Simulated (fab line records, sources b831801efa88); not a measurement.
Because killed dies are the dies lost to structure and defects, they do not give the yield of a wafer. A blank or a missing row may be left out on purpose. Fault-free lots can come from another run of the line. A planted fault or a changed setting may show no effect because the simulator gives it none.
Which tool is to blame? -- flow sky130 -- 42 wafers from 14 lots sampled at 2 of the route's 708 steps

## WHAT EACH GAUGE READ, for each wafer
The record lacks any reading of a measuring or inspecting step that a usual standard deviation could be used to judge.

## EACH LOT AND THE TOOL THAT RAN IT (in order: tool; ch and the chambers of the sampled wafers; start)
lot,SKY_FIELD_ISO_OXIDATION_01,SKY_NWELL_CLEAN_00
L896,"furnace-01 ch 0, day 1 10:07","wet-bench-02 ch 3, day 2 14:29"
L898,"furnace-01 ch 0, day 1 20:07","wet-bench-02 ch 3, day 2 20:18"
L902,"furnace-01 ch 0, day 2 16:07","wet-bench-04 ch 0, day 3 22:11"
L904,"furnace-01 ch 0, day 3 02:17","wet-bench-04 ch 2, day 4 05:22"
L905,"furnace-01 ch 0, day 3 07:40","wet-bench-04 ch 3, day 4 08:52"
L909,"furnace-01 ch 0, day 4 03:07","wet-bench-01 ch 1, day 5 04:32"
L910,"furnace-01, day 4 08:07",-
L911,"furnace-02, day 4 15:46",-
L914,"furnace-01 ch 0, day 5 04:07","wet-bench-04 ch 1, day 6 08:11"
L915,"furnace-02 ch 0, day 5 11:29","wet-bench-01 ch 2, day 6 13:59"
L916,"furnace-01 ch 0, day 5 18:37","wet-bench-01 ch 0, day 6 23:22"
L917,"furnace-02 ch 0, day 5 21:25","wet-bench-04 ch 3, day 7 03:14"
L918,"furnace-02 ch 0, day 6 00:07","wet-bench-04 ch 3, day 7 04:44"
L919,"furnace-01 ch 0, day 6 06:43","wet-bench-04 ch 1, day 7 13:03"
- SKY_FIELD_ISO_OXIDATION_01: stabilise 600 s, purge 300 s, target thk 12 nm.
- SKY_NWELL_CLEAN_00: cleans in SC1/SC2, time 150 s.

## WHAT THE TOOLS THEMSELVES READ (means of the sampled wafers that have a number; where no wafer has one, the mark that the record gives instead)
SKY_FIELD_ISO_OXIDATION_01.
lot,tool,ox-temp-c (C),ox-temp-c-max,zone-power-lower-pct (%)
L896,furnace-01,900.4,903.6,18.7
L898,furnace-01,900.7,904.7,18.7
L902,furnace-01,900.2,904.8,18.7
L904,furnace-01,899.5,903.7,18.8
L905,furnace-01,899.6,903.8,18.8
L909,furnace-01,900.1,903.5,18.5
L910,furnace-01,-,-,-
L911,furnace-02,-,-,-
L914,furnace-01,899.9,903.7,18.8
L915,furnace-02,900.1,903.2,16.2
L916,furnace-01,899.7,903.7,18.7
L917,furnace-02,899.6,902.5,16.5
L918,furnace-02,900.1,903.9,16.2
L919,furnace-01,900.2,903.9,18.7

SKY_NWELL_CLEAN_00.
lot,tool,bath-guard-temp-C (C),bath-heat-duty-pct (%)
L896,wet-bench-02,70.8,15.0
L898,wet-bench-02,70.9,14.5
L902,wet-bench-04,69.5,12.7
L904,wet-bench-04,69.6,14.4
L905,wet-bench-04,70.6,12.8
L909,wet-bench-01,69.6,12.7
L914,wet-bench-04,70.0,14.2
L915,wet-bench-01,69.8,12.0
L916,wet-bench-01,69.8,14.5
L917,wet-bench-04,70.8,13.4
L918,wet-bench-04,70.6,12.3
L919,wet-bench-04,70.3,14.6

## THE ANSWER, worked out from the rows above alone
Rule: the usual values come from the lots themselves. Put in order of their means at a reading, lots are off if they are a third of the lots or fewer, leave a main group of 4 or more, and stand apart from it by a gap of 3 or more times the standard deviation of the main group's means; of several such gaps the widest counts. If all means in a main group match to the digits the tables above print for the reading, that group is not used. A lot without any number at a reading at which 4 lots or more have one is off too. All remaining lots with rows at the step are treated as sound. First the gauges in route order, then the tools' own readings, where a lot's mean is used as printed above. The first step at which some lot is off is used, and at that step the reading that is off furthest; a lot without a number counts as furthest.
Off: L910, L911 (SKY_FIELD_ISO_OXIDATION_01, ox-temp-c). Without a number there: L910, L911. The main group: mean 900.0 C, standard deviation 0.35.
A tool fits if, at that step or a process step before it, it ran every lot that is off, and no sound lot after the first of them. Of those tried, none fits.

## WHAT THE SIMULATOR HAD PUT IN
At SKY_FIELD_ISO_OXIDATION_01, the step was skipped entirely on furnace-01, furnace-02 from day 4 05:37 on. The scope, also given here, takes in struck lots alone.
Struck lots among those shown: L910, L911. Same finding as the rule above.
